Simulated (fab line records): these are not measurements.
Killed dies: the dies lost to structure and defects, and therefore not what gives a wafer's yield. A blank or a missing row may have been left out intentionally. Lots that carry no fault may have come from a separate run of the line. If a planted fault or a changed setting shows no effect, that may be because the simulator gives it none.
fab line records	flow sky130
[record] lots = 5	wafers = 15	lastDay = 50
route steps=708 shown METAL4@629 VIA4@639 METAL5@661 PAD_OPEN@708
lots that met no fault: taken from a fault-free run of the same line
startH: start of the lot's first displayed wafer, in hours after the record's first day	waitH: hours elapsed since this lot's preceding step	" as in the row above	L1.1+2: a row that stands for several wafers	- no value, or no start was given	* or withheld: withheld	< > ~ a bound
route shown NAME@n: NAME is a module with steps in the file, n the number in the route of the first one	usual: mean/standard deviation taken from wafers without a fault	same: alike in all rows	chamber/n: place in a boat	sites: readings site by site	_std_site: how widely they spread, as a standard deviation	_edge_site: inner sites' mean taken away from outer sites' mean	radiusMm: how far each site lies from the wafer's centre	mask NAME#n: copy n	behind: the tool/chamber that last shaped the wafer	hold: cause of the lot's hold/its duration in hours/its outcome	device: whichever transistor did not switch (one of n, p or np)	end of line: the route-end tests of the same wafers	where a step has no rows: the recipe by itself	killed: at the first sort, the dies lost to defects and structure; wafer yield is something else	map: dies across one wafer; x = killed, . = not, _ = none there
set.NAME: the setting that was run; set.NAME@STEP: the one run at that earlier step	model.NAME: the simulator's own value behind a step, which no gauge read
a table for each step, a row for each wafer; lots at some steps of the route
services: the hour from which a tool's chamber was out of use, counted from the record's first day as startH (under 0 if before that day), plus the number of hours and why
[[steps]]
[step SKY_METAL4_CD_MEAS_13]
[recipe] targetCdNm = 300
[usual] cdNm = 300.1/1.5
lot.wafer	tool	chamber	startH	waitH	cdNm
L930.2	cdSem-02	-	996.99	-	298.3
L930.4	"	-	"	"	300.9
L930.5	"	-	"	"	301.3
L931.3	cdSem-02	-	1016.32	-	301.5
L931.4	"	-	"	"	300.2
L931.5	"	-	"	"	302.3
L938.3	cdSem-02	-	1049.70	-	300.4
L938.4	"	-	"	"	300.8
L938.5	"	-	"	"	300.5
L943.2	cdSem-01	-	1080.93	-	301.1
L943.4	"	-	"	"	300.8
L943.6	"	-	"	"	299.5
L950.2	cdSem-01	-	1122.93	-	299.1
L950.4	"	-	"	"	301.6
L950.5	"	-	"	"	301.4
[step SKY_METAL4_OVL_MEAS_14]
[usual] METAL4_OVL = 0/6.2
lot.wafer	tool	chamber	startH	waitH	METAL4_OVL[nm]
L930.2	overlay-02	-	997.10	0.1	-1
L930.4	"	-	"	"	-1
L930.5	"	-	"	"	-2
L931.3	overlay-01	-	1016.42	0.1	14
L931.4	"	-	"	"	4
L931.5	"	-	"	"	6
L938.3	overlay-02	-	1049.79	0.1	-8
L938.4	"	-	"	"	-8
L938.5	"	-	"	"	-2
L943.2	overlay-02	-	1081.04	0.1	0
L943.4	"	-	"	"	-4
L943.6	"	-	"	"	-2
L950.2	overlay-01	-	1123.04	0.1	5
L950.4	"	-	"	"	9
L950.5	"	-	"	"	-1
[step SKY_METAL4_DESCUM_15]
[recipe] chemistry = O2	sourcePowerW = 150	biasPowerW = 0	pressureMtorr = 10	tempC = 40	timeS = 8
[step SKY_METAL4_ETCH_16]
[recipe] chemistry = N2/H2	target = BARC	ionEnergyEv = 200	biasW = 100	pressureMtorr = 30	n2FlowSccm = 100	h2FlowSccm = 200	icpW = 500	stopOn = SiO2	timeS = 88.2	targetDepthA = 600
[step SKY_METAL4_ETCH_17]
[recipe] target = SiO2	stopOn = TiN	chemistry = C4F8/O2/Ar	sourceW = 1500	biasW = 1200	pressureMtorr = 40	c4f8FlowSccm = withheld	O2_flow_sccm = 6	Ar_flow_sccm = 300	timeS = 3.9	targetDepthA = 150
[step SKY_METAL4_METAL_ETCH_18]
[recipe] targetDepthA = 8450	stopOn = SiO2	overEtchFrac = 0.3	timeS = 183.1	chemistry = Cl2/BCl3	resistSidewallDeg = 88	pressureMtorr = 10	icpW = 900	biasW = 48.5	Cl2_flow_sccm = 60	bcl3FlowSccm = 30
[usual] bcl3FlowSccm = 29.99/0.091	drypumpMotorCurrentA = 5.4/0.46	oesProductAu = 0.865/0.0066	rfFwdPowerW = 897.0/3	throttleValvePct = 22.264/0.01
lot.wafer	tool	chamber	startH	waitH	bcl3FlowSccm	drypumpMotorCurrentA	oesProductAu	rfFwdPowerW	rfHoursCounterH	throttleValvePct
L930.2	rieMetal-04	0	997.41	0.0	29.96	4.9	0.881	901.4	14	22.255
L930.4	"	0	"	"	29.92	4.9	0.860	905.3	-	22.254
L930.5	"	0	"	"	30.15	5.0	0.866	900.1	-	22.248
L931.3	rieMetal-04	0	1016.78	0.1	30.03	4.9	0.851	895.3	-	22.262
L931.4	"	1	"	"	30.02	4.7	0.865	900.1	-	22.242
L931.5	"	0	"	"	30.14	4.9	0.869	895.9	-	22.264
L938.3	rieMetal-02	0	1050.02	0.1	29.95	5.3	0.871	891.8	-	22.274
L938.4	"	1	"	"	29.94	5.9	0.861	896.1	-	22.280
L938.5	"	1	"	"	29.79	5.9	0.861	894.6	-	22.269
L943.2	rieMetal-01	0	1081.21	0.0	30.16	6.0	0.875	896.8	3	22.270
L943.4	"	0	"	"	30.10	6.0	0.865	899.7	-	22.266
L943.6	"	0	"	"	30.07	6.0	0.870	898.2	-	22.268
L950.2	rieMetal-01	0	1123.27	0.1	29.89	6.0	0.864	897.8	-	22.271
L950.4	"	0	"	"	29.95	6.0	0.857	897.4	-	22.264
L950.5	"	0	"	"	30.03	5.9	0.859	896.4	-	22.255
[step SKY_METAL4_STRIP_19]
[recipe] chemistry = O2/N2	powerW = 1400	pressureMtorr = 1500	platenTempC = withheld	o2FlowSccm = 3000	n2FlowSccm = 300	overashFraction = 0.5
[step SKY_METAL4_STRIP_20]
[recipe] chemistry = postEtchResidueRemover	timeS = 1200	tempC = 72.5
[step SKY_METAL4_CLEAN_21]
[recipe] chemistry = IPA	timeS = 180	tempC = 25
[step SKY_METAL4_CLEAN_22]
[recipe] chemistry = O3/DIW	dry = n2Spin
[step SKY_VIA4_HDPCVD_00]
[recipe] material = SiO2	targetThkNm = 1750	sigmaOpenFrac = 0.3	timeS = 291.7	tempC = 400	sih4FlowSccm = 60	pressureMtorr = 6
[step SKY_VIA4_THK_MEAS_01]
[recipe] reads = SiO2_of_VIA4_HDPCVD_00
[usual] VIA4_HDPCVD_THK = 1746/19
lot.wafer	tool	chamber	startH	waitH	VIA4_HDPCVD_THK[nm]
L930.2	filmMetro-02	-	998.37	0.1	1762
L930.4	"	-	"	"	1776
L930.5	"	-	"	"	1786
L931.3	filmMetro-03	-	1017.69	0.1	1762
L931.4	"	-	"	"	1766
L931.5	"	-	"	"	1789
L938.3	filmMetro-03	-	1050.93	0.1	1761
L938.4	"	-	"	"	1773
L938.5	"	-	"	"	1747
L943.2	filmMetro-02	-	1082.18	0.1	1765
L943.4	"	-	"	"	1764
L943.6	"	-	"	"	1763
L950.2	filmMetro-01	-	1124.36	0.1	1778
L950.4	"	-	"	"	1773
L950.5	"	-	"	"	1766
[step SKY_VIA4_CMP_02]
[recipe] material = SiO2	downForcePsi = 4	platenRpm = 60	padVelocityMS = 0.94248
[usual] motorCurrentA = 12.2/1
lot.wafer	tool	chamber	startH	waitH	motorCurrentA
L930.4	cmp-02	1	998.42	0.0	12.4
L930.2	"	3	"	"	10.4
L930.5	"	2	"	"	11.3
L931.4	cmp-02	3	1017.73	0.0	10.8
L931.3	"	1	"	"	11.7
L931.5	"	0	"	"	14.4
L938.4	cmp-02	0	1050.97	0.0	13.4
L938.3	"	2	"	"	12.0
L938.5	"	0	"	"	13.8
L943.2	cmp-01	2	1082.23	0.0	13.3
L943.4	"	3	"	"	11.9
L943.6	"	2	"	"	13.4
L950.4	cmp-01	0	1124.41	0.0	12.1
L950.2	"	3	"	"	11.9
L950.5	"	0	"	"	13.0
[step SKY_VIA4_BOW_MEAS_03]
[recipe] mode = bow
[usual] VIA4_BOW = 79/8.1
lot.wafer	tool	chamber	startH	waitH	VIA4_BOW[um]
L930.2	filmMetro-03	-	998.74	0.2	76
L930.4	"	-	"	"	81
L930.5	"	-	"	"	79
L931.3	filmMetro-01	-	1018.07	0.2	77
L931.4	"	-	"	"	89
L931.5	"	-	"	"	67
L938.3	filmMetro-03	-	1051.31	0.2	65
L938.4	"	-	"	"	64
L938.5	"	-	"	"	68
L943.2	filmMetro-03	-	1082.55	0.3	63
L943.4	"	-	"	"	76
L943.6	"	-	"	"	75
L950.2	filmMetro-02	-	1124.73	0.1	62
L950.4	"	-	"	"	79
L950.5	"	-	"	"	87
[step SKY_VIA4_DEHYDRATE_04]
[recipe] tempC = 200	timeS = 60
[step SKY_VIA4_HMDS_05]
[recipe] primeTimeS = 60	primeTempC = 120
[step SKY_VIA4_COAT_06]
[recipe] resist = NOVOLAK	spinRpm = 3000	resistThkNm = 1140
[step SKY_VIA4_SOFTBAKE_07]
[recipe] tempC = 90	timeS = 60	resist = NOVOLAK
[step SKY_VIA4_EXPOSE_08]
[recipe] maskId = VIM4	na = 0.6	sourceShape = conventional	sigmaOuter = 0.6	polarization = unpolarized	targetCdNm = 800	doseMj = 132
[step SKY_VIA4_PEB_09]
[recipe] tempC = withheld	timeS = *	resist = NOVOLAK
[step SKY_VIA4_DEVELOP_10]
[recipe] resist = NOVOLAK	developer = TMAH	developTimeS = 60	devTempC = 23
[step SKY_VIA4_OVL_MEAS_11]
[usual] VIA4_OVL = 0.4/1.4
lot.wafer	tool	chamber	startH	waitH	VIA4_OVL[nm]
L930.2	overlay-01	-	1021.68	0.1	4.2
L930.4	"	-	"	"	3.7
L930.5	"	-	"	"	2.9
L931.3	overlay-01	-	1039.95	0.1	0.8
L931.4	"	-	"	"	0.9
L931.5	"	-	"	"	-0.2
L938.3	overlay-01	-	1072.69	0.1	2.0
L938.4	"	-	"	"	0.5
L938.5	"	-	"	"	0.6
L943.2	overlay-01	-	1102.42	0.1	-1.7
L943.4	"	-	"	"	0.9
L943.6	"	-	"	"	0.7
L950.2	overlay-02	-	1143.34	0.1	0.9
L950.4	"	-	"	"	1.2
L950.5	"	-	"	"	1.5
[step SKY_VIA4_ETCH_12]
[recipe] target = SiO2	chemistry = C4F8/O2/Ar	stopOn = TiN	maskMaterial = NOVOLAK	sourceW = 1500	biasW = 1200	pressureMtorr = 40	c4f8FlowSccm = withheld	O2_flow_sccm = 6	Ar_flow_sccm = 300	timeS = withheld	targetDepthA = 5800
[usual] oesProductAu = 0.926/0.0048	rfFwdPowerW = 1491/5.5
lot.wafer	tool	chamber	startH	waitH	oesProductAu	rfFwdPowerW
L930.2	rieDiel-03	3	1021.71	0.0	0.932	1494
L930.4	"	1	"	"	0.928	1489
L930.5	"	2	"	"	0.925	1484
L931.3	rieDiel-01	1	1039.97	0.0	0.935	1490
L931.4	"	0	"	"	0.935	1495
L931.5	"	2	"	"	0.926	1496
L938.3	rieDiel-03	2	1072.71	0.0	0.919	1494
L938.4	"	3	"	"	0.930	1493
L938.5	"	1	"	"	0.923	1485
L943.2	rieDiel-04	0	1102.45	0.0	0.930	1488
L943.4	"	2	"	"	0.930	1498
L943.6	"	1	"	"	0.926	1499
L950.2	rieDiel-03	0	1143.37	0.0	0.922	1492
L950.4	"	2	"	"	0.924	1491
L950.5	"	0	"	"	0.923	1485
[step SKY_VIA4_STRIP_13]
[recipe] chemistry = O2/N2	powerW = 1400	pressureMtorr = 1500	platenTempC = withheld	o2FlowSccm = 3000	n2FlowSccm = 300	overashFraction = 0.5
[step SKY_VIA4_STRIP_14]
[recipe] chemistry = postEtchResidueRemover	timeS = 1200	tempC = 72.5
[step SKY_VIA4_CLEAN_15]
[recipe] chemistry = IPA	timeS = 180	tempC = 25
[step SKY_VIA4_CLEAN_16]
[recipe] chemistry = O3/DIW	dry = n2Spin
[step SKY_VIA4_SPUTTER_17]
[recipe] material = TiN	targetThkNm = 20	chamberPressurePa = 5	powerW = 4000	timeS = 80
[step SKY_VIA4_CVD_18]
[recipe] material = W	targetThkNm = 505	timeS = 152.14	tempC = 400	pressureTorr = 40
[usual] heaterPowerW = 825/48
lot.wafer	tool	chamber	startH	waitH	heaterPowerW
L930.2	cvdW-01	0	1022.52	0.0	758
L930.4	"	1	"	"	791
L930.5	"	1	"	"	788
L931.3	cvdW-01	0	1040.75	0.1	764
L931.4	"	1	"	"	792
L931.5	"	0	"	"	767
L938.3	cvdW-02	1	1073.49	0.1	889
L938.4	"	0	"	"	833
L938.5	"	1	"	"	883
L943.2	cvdW-02	1	1103.17	0.0	892
L943.4	"	0	"	"	828
L943.6	"	1	"	"	889
L950.2	cvdW-01	1	1144.10	0.0	783
L950.4	"	1	"	"	818
L950.5	"	1	"	"	789
[step SKY_VIA4_RS_MEAS_19]
[recipe] thkMeasGauge = four-point-probe	reads = W_of_VIA4_CVD_18+TiN_of_VIA4_SPUTTER_17
[usual] VIA4_W_RS = 0.2253/0.0021
lot.wafer	tool	chamber	startH	waitH	VIA4_W_RS[ohm/sq]
L930.2	filmMetro-02	-	1022.69	0.1	0.2259
L930.4	"	-	"	"	0.2254
L930.5	"	-	"	"	0.2244
L931.3	filmMetro-01	-	1040.89	0.1	0.2222
L931.4	"	-	"	"	0.2237
L931.5	"	-	"	"	0.2247
L938.3	filmMetro-01	-	1073.63	0.1	0.2247
L938.4	"	-	"	"	0.2278
L938.5	"	-	"	"	0.2264
L943.2	filmMetro-03	-	1103.34	0.1	0.2238
L943.4	"	-	"	"	0.2242
L943.6	"	-	"	"	0.2239
L950.2	filmMetro-03	-	1144.27	0.1	0.2243
L950.4	"	-	"	"	0.2228
L950.5	"	-	"	"	0.2266
[step SKY_VIA4_THK_MEAS_20]
[recipe] thkMeasGauge = xrf	reads = W_of_VIA4_CVD_18
[usual] VIA4_W_THK = 501/5.5
lot.wafer	tool	chamber	startH	waitH	VIA4_W_THK[nm]
L930.2	filmMetro-02	-	1022.80	0.1	499
L930.4	"	-	"	"	503
L930.5	"	-	"	"	506
L931.3	filmMetro-01	-	1040.99	0.1	507
L931.4	"	-	"	"	502
L931.5	"	-	"	"	502
L938.3	filmMetro-01	-	1073.73	0.1	496
L938.4	"	-	"	"	495
L938.5	"	-	"	"	499
L943.2	filmMetro-03	-	1103.45	0.1	508
L943.4	"	-	"	"	507
L943.6	"	-	"	"	505
L950.2	filmMetro-03	-	1144.38	0.1	504
L950.4	"	-	"	"	506
L950.5	"	-	"	"	503
[step SKY_VIA4_CMP_21]
[recipe] stopOn = SiO2	tOverpolishS = 25	downForcePsi = 3.5	platenRpm = 60	targetThkNm = 0	padVelocityMS = 0.94248
[step SKY_METAL5_SPUTTER_00]
[recipe] material = Ti	targetThkNm = 15	powerW = 3000	timeS = 10	chamberPressurePa = 0.4
[usual] throttleValvePct = 30.5/0.88
lot.wafer	tool	chamber	startH	waitH	throttleValvePct
L930.2	pvdSputter-02	-	1023.15	0.1	31.1
L930.4	"	-	"	"	31.9
L930.5	"	-	"	"	32.0
L931.3	pvdSputter-03	-	1041.33	0.1	30.2
L931.4	"	-	"	"	29.8
L931.5	"	-	"	"	30.3
L938.3	pvdSputter-02	-	1074.11	0.1	31.4
L938.4	"	-	"	"	30.0
L938.5	"	-	"	"	32.0
L943.2	pvdSputter-03	-	1103.80	0.1	30.4
L943.4	"	-	"	"	29.7
L943.6	"	-	"	"	30.0
L950.2	pvdSputter-01	-	1144.73	0.1	31.5
L950.4	"	-	"	"	29.7
L950.5	"	-	"	"	30.8
[step SKY_METAL5_SPUTTER_01]
[recipe] material = TiN	targetThkNm = 20	powerW = 6500	timeS = 16.7	chamberPressurePa = 0.4
[step SKY_METAL5_SPUTTER_02]
[recipe] material = AlCu	targetThkNm = 1150	powerW = 10600	timeS = 61.2	chamberPressurePa = 0.4
[step SKY_METAL5_SPUTTER_03]
[recipe] material = Ti	targetThkNm = 5	powerW = 3000	timeS = 3.3	chamberPressurePa = 0.4
[step SKY_METAL5_SPUTTER_04]
[recipe] material = TiN	targetThkNm = 70	powerW = 6500	timeS = 58.3	chamberPressurePa = 0.4
[usual] throttleValvePct = 30.5/0.88
lot.wafer	tool	chamber	startH	waitH	throttleValvePct
L930.2	pvdSputter-02	-	1023.27	0.0	31.2
L930.4	"	-	"	"	32.0
L930.5	"	-	"	"	32.1
L931.3	pvdSputter-03	-	1041.44	0.0	30.4
L931.4	"	-	"	"	30.0
L931.5	"	-	"	"	30.5
L938.3	pvdSputter-02	-	1074.23	0.0	31.3
L938.4	"	-	"	"	29.9
L938.5	"	-	"	"	31.9
L943.2	pvdSputter-03	-	1103.92	0.0	30.4
L943.4	"	-	"	"	29.9
L943.6	"	-	"	"	30.3
L950.2	pvdSputter-01	-	1144.85	0.0	31.5
L950.4	"	-	"	"	29.7
L950.5	"	-	"	"	30.9
[step SKY_METAL5_RS_MEAS_05]
[recipe] thkMeasGauge = four-point-probe	reads = TiN_of_METAL5_SPUTTER_04+Ti_of_METAL5_SPUTTER_03+AlCu_of_METAL5_SPUTTER_02+TiN_of_METAL5_SPUTTER_01+Ti_of_METAL5_SPUTTER_00
[usual] METAL5_ALCU_RS = 0.0271/0.00031
lot.wafer	tool	chamber	startH	waitH	METAL5_ALCU_RS[ohm/sq]
L930.2	filmMetro-02	-	1023.34	0.0	0.0268
L930.4	"	-	"	"	0.0269
L930.5	"	-	"	"	0.0268
L931.3	filmMetro-03	-	1041.53	0.1	0.0271
L931.4	"	-	"	"	0.0274
L931.5	"	-	"	"	0.0272
L938.3	filmMetro-03	-	1074.32	0.1	0.0265
L938.4	"	-	"	"	0.0264
L938.5	"	-	"	"	0.0262
L943.2	filmMetro-03	-	1103.99	0.0	0.0269
L943.4	"	-	"	"	0.0275
L943.6	"	-	"	"	0.0272
L950.2	filmMetro-02	-	1144.92	0.0	0.0267
L950.4	"	-	"	"	0.0267
L950.5	"	-	"	"	0.0270
[step SKY_METAL5_THK_MEAS_06]
[recipe] thkMeasGauge = xrf	reads = AlCu_of_METAL5_SPUTTER_02
[usual] METAL5_ALCU_THK = 1145/15
lot.wafer	tool	chamber	startH	waitH	METAL5_ALCU_THK[nm]
L930.2	filmMetro-02	-	1023.45	0.1	1152
L930.4	"	-	"	"	1147
L930.5	"	-	"	"	1148
L931.3	filmMetro-03	-	1041.63	0.1	1141
L931.4	"	-	"	"	1136
L931.5	"	-	"	"	1135
L938.3	filmMetro-03	-	1074.42	0.1	1161
L938.4	"	-	"	"	1175
L938.5	"	-	"	"	1171
L943.2	filmMetro-03	-	1104.10	0.1	1153
L943.4	"	-	"	"	1129
L943.6	"	-	"	"	1139
L950.2	filmMetro-02	-	1145.03	0.1	1169
L950.4	"	-	"	"	1169
L950.5	"	-	"	"	1150
[step SKY_METAL5_DEHYDRATE_07]
[recipe] tempC = 200	timeS = 60
[step SKY_METAL5_HMDS_08]
[recipe] primeTimeS = 60	primeTempC = 120
[step SKY_METAL5_COAT_09]
[recipe] resist = NOVOLAK	spinRpm = 3000	resistThkNm = 1800
[step SKY_PAD_OPEN_PROBE_99]
[usual] defectLimitedYield = 83.0/2	killed_at_M0_to_M3 = 43/7.1	killed_at_M4_up = 3.1/1.7	killedAtContacts = 23/5.1	killedAtFrontEnd = 14/4.4	killedDies = 84/9.9	killedOnRim = 16/3.8	killedOpen = 45/6.6	killedShort = 38/6.8	sort_bin_3_pad_short = 0.8/0.4	sort_bin_5_function = 10.1/1.4	sort_bin_6_memory = 6.1/1.2	sortNPass = 408/9.9	sortYieldPct = 83.0/2
[same] grossDies = 492	killedAtBackSide = 0	killedAtOther = 0	sort_bin_4_leakage[%] = 0	sort_bin_8_speed[%] = 0
lot.wafer	tool	chamber	startH	waitH	defectLimitedYield[%]	killed_at_M0_to_M3	killed_at_M4_up	killedAtContacts	killedAtFrontEnd	killedDies	killedOnRim	killedOpen	killedShort	sort_bin_3_pad_short[%]	sort_bin_5_function[%]	sort_bin_6_memory[%]	sortNPass	sortYieldPct[%]	model.etest.tester.sortNPass	model.etest.tester.sortYieldPct	model.etest.tester.sort_bin_5_pct	model.etest.tester.sort_bin_6_pct	model.etest.tester.sort_bin_3_pct
L930.2	prober-02	-	1092.00	0.1	85.8	32	1	23	14	70	19	43	27	0.6	7.9	5.7	422	85.8	422	85.77	7.927	5.691	0.6098
L930.4	prober-02	-	1092.10	0.2	80.3	49	5	26	17	97	19	53	44	0.6	11.4	7.7	395	80.3	395	80.28	11.38	7.724	0.6098
L930.5	prober-02	-	1092.15	0.2	85.4	38	0	16	18	72	17	44	28	0.8	9.1	4.7	420	85.4	420	85.37	9.146	4.675	0.813
L931.3	prober-02	-	1109.87	0.2	81.5	39	6	26	20	91	17	44	47	0.8	12.4	5.3	401	81.5	401	81.5	12.4	5.285	0.813
L931.4	prober-02	-	1109.92	0.2	83.9	37	3	23	16	79	17	47	32	0.8	8.7	6.5	413	83.9	413	83.94	8.74	6.504	0.813
L931.5	prober-02	-	1109.97	0.2	80.7	57	3	27	8	95	14	57	38	0.4	12.4	6.5	397	80.7	397	80.69	12.4	6.504	0.4065
L938.3	prober-01	-	1138.53	0.2	82.5	47	4	21	14	86	19	53	33	0.2	10.8	6.5	406	82.5	406	82.52	10.77	6.504	0.2033
L938.4	prober-01	-	1138.58	0.2	66.5	43	88	23	11	165	29	45	35	2.2	21.7	9.6	327	66.5	327	66.46	21.75	9.553	2.236
L938.5	prober-01	-	1138.63	0.2	66.1	47	92	20	8	167	35	45	31	2.8	19.5	11.6	325	66.1	325	66.06	19.51	11.59	2.846
L943.2	prober-02	-	1165.43	0.1	83.5	35	2	31	13	81	16	48	33	0.4	8.9	7.1	411	83.5	411	83.54	8.943	7.114	0.4065
L943.4	prober-02	-	1165.53	0.2	84.3	36	4	29	8	77	13	40	37	2.0	7.9	5.7	415	84.3	415	84.35	7.927	5.691	2.033
L943.6	prober-02	-	1165.63	0.2	81.7	55	4	17	14	90	18	43	47	0.8	10.6	6.9	402	81.7	402	81.71	10.57	6.911	0.813
L950.2	prober-01	-	1198.25	0.1	84.6	40	4	18	14	76	17	36	40	0.8	9.3	5.3	416	84.6	416	84.55	9.35	5.285	0.813
L950.4	prober-01	-	1198.35	0.2	77.2	48	5	43	16	112	21	60	52	0.6	12.4	9.8	380	77.2	380	77.24	12.4	9.756	0.6098
L950.5	prober-01	-	1198.40	0.2	84.8	47	4	16	8	75	14	41	34	0.6	7.5	7.1	417	84.8	417	84.76	7.52	7.114	0.6098
// killed by level:class
L930.2 VIA1:geometricParticle:open=9 CONTACT:geometricParticle:open=8 VIA3:geometricParticle:open=6 LI_CONTACT:geometricParticle:open=5 LOCAL_INTERCONNECT:geometricParticle:short=5 VIA2:geometricParticle:short=4 POLY_GATE:geometricParticle:open=3 SPACER:geometricParticle:open=3
L930.4 CONTACT:geometricParticle:open=8 VIA2:geometricParticle:open=8 VIA3:geometricParticle:open=8 CONTACT:geometricParticle:short=7 METAL1:geometricParticle:short=7 VIA1:geometricParticle:open=7 LI_CONTACT:geometricParticle:open=6 POLY_GATE:geometricParticle:short=5
L930.5 VIA1:geometricParticle:open=16 POLY_GATE:geometricParticle:open=7 VIA3:geometricParticle:open=6 METAL2:geometricParticle:short=6 CONTACT:geometricParticle:short=5 LOCAL_INTERCONNECT:geometricParticle:short=4 CONTACT:geometricParticle:open=4 SONOS_ONO:geometricParticle:short=3
L931.3 CONTACT:geometricParticle:open=11 VIA1:geometricParticle:open=8 METAL2:geometricParticle:short=7 VIA1:geometricParticle:short=6 POLY_GATE:geometricParticle:open=6 LOCAL_INTERCONNECT:geometricParticle:short=5 VIA2:geometricParticle:open=5 METAL4:geometricParticle:short=5
L931.4 VIA1:geometricParticle:open=10 CONTACT:geometricParticle:open=8 LI_CONTACT:geometricParticle:open=7 LI_CONTACT:geometricParticle:short=6 VIA2:geometricParticle:open=6 VIA3:geometricParticle:open=5 METAL1:geometricParticle:short=4 FIELD_ISO:geometricParticle:short=3
L931.5 LI_CONTACT:geometricParticle:open=12 VIA1:geometricParticle:open=12 CONTACT:geometricParticle:open=10 VIA2:geometricParticle:open=10 METAL1:geometricParticle:short=9 METAL2:geometricParticle:short=8 VIA3:geometricParticle:open=8 VIA1:geometricParticle:short=4
L938.3 VIA2:geometricParticle:open=11 CONTACT:geometricParticle:open=10 VIA1:geometricParticle:open=10 VIA3:geometricParticle:open=6 METAL1:geometricParticle:short=6 POLY_GATE:geometricParticle:short=4 LI_CONTACT:geometricParticle:open=4 METAL2:geometricParticle:short=4
L938.4 VIA4:unspecified=85 VIA1:geometricParticle:open=9 CONTACT:geometricParticle:open=8 METAL1:geometricParticle:short=6 METAL2:geometricParticle:short=6 LI_CONTACT:geometricParticle:open=5 VIA2:geometricParticle:open=5 CONTACT:geometricParticle:short=4
L938.5 VIA4:unspecified=91 VIA1:geometricParticle:open=13 LI_CONTACT:geometricParticle:open=9 METAL1:geometricParticle:short=6 VIA3:geometricParticle:open=6 VIA2:geometricParticle:open=6 LI_CONTACT:geometricParticle:short=4 VIA1:geometricParticle:short=4
L943.2 LI_CONTACT:geometricParticle:open=13 CONTACT:geometricParticle:open=12 METAL2:geometricParticle:short=8 METAL3:geometricParticle:short=4 VIA1:geometricParticle:open=4 VIA3:geometricParticle:open=4 FIELD_ISO:geometricParticle:short=3 POLY_GATE:geometricParticle:short=3
L943.4 CONTACT:geometricParticle:open=11 VIA2:geometricParticle:open=8 LI_CONTACT:geometricParticle:open=7 VIA3:geometricParticle:open=6 CONTACT:geometricParticle:short=5 METAL1:geometricParticle:short=5 LOCAL_INTERCONNECT:geometricParticle:short=4 VIA3:geometricParticle:short=4
L943.6 METAL1:geometricParticle:short=9 VIA2:geometricParticle:open=9 VIA1:geometricParticle:open=7 VIA2:geometricParticle:short=7 CONTACT:geometricParticle:open=6 LI_CONTACT:geometricParticle:open=5 VIA1:geometricParticle:short=5 FIELD_ISO:geometricParticle:short=4
L950.2 METAL1:geometricParticle:short=11 VIA1:geometricParticle:open=8 METAL2:geometricParticle:short=7 VIA2:geometricParticle:open=6 FIELD_ISO:geometricParticle:short=4 LI_CONTACT:geometricParticle:open=4 CONTACT:geometricParticle:open=4 METAL4:geometricParticle:short=4
L950.4 CONTACT:geometricParticle:open=17 VIA1:geometricParticle:open=13 LI_CONTACT:geometricParticle:open=10 CONTACT:geometricParticle:short=10 METAL1:geometricParticle:short=8 VIA3:geometricParticle:open=7 FIELD_ISO:geometricParticle:short=5 POLY_GATE:geometricParticle:short=5
L950.5 VIA1:geometricParticle:open=10 VIA3:geometricParticle:open=8 METAL1:geometricParticle:short=6 LI_CONTACT:geometricParticle:open=5 VIA3:geometricParticle:short=5 METAL2:geometricParticle:short=5 CONTACT:geometricParticle:open=4 CONTACT:geometricParticle:short=4
// map L938.5 (x killed, . not)
__________x.....xxx._________
________..x.x..x..xx.._______
______xxx.x.x.xx.x...x.._____
_____...xxxxx..x..x.x..x.____
____..xx......x..x..x.x...___
___.............x....x....x__
__..x..x.x....x.x.x...x....x_
_.....x...x..xx.x.xx.........
_.xxxx..xxxx.x..x.....xx.xx.x
_xx..x..xx.x...x...xx.x.xx...
_x........xx.xx.....x...x.x..
_......x.....xx.x..x....x....
_....xxx....xxxxx..x.x.....x.
_x.....x.xxx....xx.xx........
_x.xx....xxx...x..xxx......x.
__.xx.x....x.......x..x...x._
___x...xx.x.x..........x..x__
____x.xx.x....x....xxxx.xx___
_____x....x....x.x.....x.____
______....xxx..x..x..x.x_____
________x..x....x..xx._______
__________...x.....x_________
// map L931.5 (x killed, . not)
__________..x...x..._________
________....x...x...x._______
______.x.x.x...x....x..x_____
_____...........xx...x...____
____.....x.x.......x....x.___
___....x......x.x.xx....x..__
__.....xx..x...x.xx...x.x..._
_.....x.......x.x.....xx.....
_x...x..............x........
_.x..x....x.xx.x......x......
_x..........x.........xx.....
_.....xx........x....x.x.....
_............................
_x.x....x..xx.xx..x....xx....
_.............x..x.x......x..
__...x...............x.....x_
___.x....x........xx..x....__
____......x..x...x..xx....___
_____x..x...x....x..x...x____
______...........xx....._____
________...x..x...x..._______
__________...x......_________
[[services]]
tool	chamber	startH	hours	kind
cvdW-02	-	975.06	0.7	repair
rieMetal-02	0	976.26	21.6	repair
cvdW-02	-	977.69	1.2	repair
rieMetal-04	-	991.72	2.8	pm
rieDiel-03	3	1003.83	4.1	repair
cmp-02	-	1009.53	1.1	repair
cmp-02	-	1009.97	4.2	repair
rieMetal-01	0	1032.29	6.4	repair
pvdSputter-03	1	1040.77	-	consumableReplace:kit
pvdSputter-03	1	1040.77	18.0	scheduledDown
pvdSputter-03	1	1040.77	18.0	ventCycle
pvdSputter-01	-	1053.21	12.4	repair
pvdSputter-02	2	1076.16	-	consumableReplace:kit
pvdSputter-02	2	1076.16	18.0	scheduledDown
cmp-02	-	1076.67	0.2	repair
cmp-01	-	1084.00	4.0	pm
pvdSputter-02	-	1085.34	2.5	repair
cmp-01	-	1091.28	5.5	pm
pvdSputter-03	-	1105.30	1.7	repair
rieDiel-04	2	1105.82	5.4	repair
rieDiel-04	3	1116.63	10.8	repair
pvdSputter-03	-	1124.21	0.6	repair
cmp-02	-	1136.15	5.0	pm
rieDiel-01	2	1142.52	13.4	repair
[[key]]
[firstSign] step = SKY_PAD_OPEN_PROBE_99	reading = killed_at_M4_up	direction = up	sigmas = 51	usual = 3.1	struck = 90
[effect] step = SKY_PAD_OPEN_PROBE_99	reading = defectLimitedYield	direction = down	sigmas = 8.3	usual = 83.0	struck = 66.3
[modelEffect] step = SKY_PAD_OPEN_PROBE_99	value = etest.tester.sortNPass	without = 407.5	struck = 326
metAt SKY_VIA4_CMP_02
struckWafers L938.4,L938.5
onsetBetween 1017.73 1050.97
[fault] kind = chamberParticleSource	tool = cmp-02	chamber = 0	onsetH = 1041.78	steps = SKY_VIA4_CMP_02	ratePerVisitCm2 = 0.44339	endH = 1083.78
